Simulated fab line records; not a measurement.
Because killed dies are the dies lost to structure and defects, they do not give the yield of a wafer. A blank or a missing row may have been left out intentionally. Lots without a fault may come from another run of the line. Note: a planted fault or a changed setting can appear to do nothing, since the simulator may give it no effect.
Commonality check across tools + flow sky130 + Lots sampled 11, wafers sampled 42

== REASON IT WAS OPENED ==
SKY_LDD_HVP_TW_MEAS_10, reading LDD_HVP_TW: flagged on 3 of 11 lots. Fault-free wafers read 454, with a standard deviation of 3.2.
Rule: flag the lot when none of its wafers has a number, or when each of its wafers that has one lies beyond 4 standard deviations from that mean. As for the other lots, they are considered sound.

| lot  | measured     | on           | LDD_HVP_TW, wafer by wafer | flag    |
|------|--------------|--------------|----------------------------|---------|
| L324 | day 21 22:52 | filmMetro-02 | 451 450 450                |         |
| L326 | day 22 12:48 | filmMetro-01 | 454 452 452                |         |
| L327 | day 23 10:57 | filmMetro-01 | 453 450 451                |         |
| L329 | day 23 19:16 | filmMetro-01 | 451 453 453                |         |
| L330 | day 23 21:07 | filmMetro-03 | 460 460 458                |         |
| L333 | day 25 14:03 | filmMetro-02 | 450 452 450                |         |
| L339 | day 27 12:24 | filmMetro-02 | 481 480 479 482 484 482    | FLAGGED |
| L340 | day 27 17:26 | filmMetro-03 | 485 482 484 486 485 485    | FLAGGED |
| L341 | day 28 01:32 | filmMetro-01 | 479 481 478 477 477 478    | FLAGGED |
| L342 | day 28 04:21 | filmMetro-01 | 453 451 453                |         |
| L347 | day 29 17:54 | filmMetro-02 | 451 450 453                |         |
Average over the flagged lots: 481; offset from the usual +27, equal to +9 standard deviations.

== EACH LOT AND THE TOOL IT RAN ON ==
Before the reading, the record contains 2 process steps out of a 708-step route. In each cell: the tool, then ch and the chambers that the sampled wafers went through, then the start.
| lot  | flag    | SKY_LDD_P_STRIP_10                  | SKY_LDD_HVP_IMPLANT_08          |
|------|---------|-------------------------------------|---------------------------------|
| L324 |         | plasmaAsher-04 ch 0,1, day 19 08:08 | implanter-04 ch 0, day 21 22:38 |
| L326 |         | plasmaAsher-02 ch 1, day 19 22:40   | implanter-04 ch 0, day 22 12:33 |
| L327 |         | plasmaAsher-03 ch 0,1, day 20 21:44 | implanter-04 ch 0, day 23 10:42 |
| L329 |         | plasmaAsher-03 ch 0,1, day 21 05:38 | implanter-03 ch 0, day 23 19:01 |
| L330 |         | plasmaAsher-04 ch 0,1, day 21 07:31 | implanter-01 ch 0, day 23 20:54 |
| L333 |         | plasmaAsher-04 ch 0,1, day 23 02:11 | implanter-03 ch 0, day 25 13:48 |
| L339 | FLAGGED | plasmaAsher-03 ch 0, day 25 01:14   | implanter-03 ch 0, day 27 12:09 |
| L340 | FLAGGED | plasmaAsher-02 ch 0,1, day 25 05:43 | implanter-03 ch 0, day 27 17:14 |
| L341 | FLAGGED | plasmaAsher-03 ch 0,1, day 25 15:46 | implanter-03 ch 0, day 28 01:19 |
| L342 |         | plasmaAsher-04 ch 0,1, day 25 17:59 | implanter-04 ch 0, day 28 04:06 |
| L347 |         | plasmaAsher-02 ch 0,1, day 27 09:20 | implanter-04 ch 0, day 29 17:39 |
What these steps do:
- SKY_LDD_P_STRIP_10: strips in O2/N2.
- SKY_LDD_HVP_IMPLANT_08
- SKY_LDD_HVP_TW_MEAS_10

== FLAGGED OVER TOTAL, TOOL BY TOOL (the gauges that took the reading come last) ==
| step                   | tool           | lots run | flagged | share of the flagged lots | sound lots run after its first flagged lot |
|------------------------|----------------|----------|---------|---------------------------|--------------------------------------------|
| SKY_LDD_P_STRIP_10     | plasmaAsher-02 | 3        | 1       | some                      | 1 (L347)                                   |
| SKY_LDD_P_STRIP_10     | plasmaAsher-03 | 4        | 2       | some                      | 0                                          |
| SKY_LDD_P_STRIP_10     | plasmaAsher-04 | 4        | 0       | none                      | -                                          |
| SKY_LDD_HVP_IMPLANT_08 | implanter-01   | 1        | 0       | none                      | -                                          |
| SKY_LDD_HVP_IMPLANT_08 | implanter-03   | 5        | 3       | all                       | 0                                          |
| SKY_LDD_HVP_IMPLANT_08 | implanter-04   | 5        | 0       | none                      | -                                          |
| SKY_LDD_HVP_TW_MEAS_10 | filmMetro-01   | 5        | 1       | some                      | 1 (L342)                                   |
| SKY_LDD_HVP_TW_MEAS_10 | filmMetro-02   | 4        | 1       | some                      | 1 (L347)                                   |
| SKY_LDD_HVP_TW_MEAS_10 | filmMetro-03   | 2        | 1       | some                      | 0                                          |

== WHAT IS ALLOWED BY THE TABLE ==
All flagged lots share 1 row of the table, namely implanter-03 at SKY_LDD_HVP_IMPLANT_08.
- implanter-03 at SKY_LDD_HVP_IMPLANT_08 ran 5 lots, 3 of them flagged. It ran its last sound lot, L333, at day 25 13:48 and its first flagged lot, L339, at day 27 12:09: a fault with its onset between the two fits. Its own readings lie more than 4 standard deviations out on every wafer of the flagged lots: beamOnS, faradayCurrentUA.
Just one tool remains: implanter-03 at SKY_LDD_HVP_IMPLANT_08.

== WHAT THE SIMULATOR PUT IN ==
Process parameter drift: implanter-03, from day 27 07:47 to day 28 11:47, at SKY_LDD_HVP_IMPLANT_08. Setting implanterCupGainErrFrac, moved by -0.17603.
Lots struck among those shown: L339, L340, L341. The rule above reached the same finding.
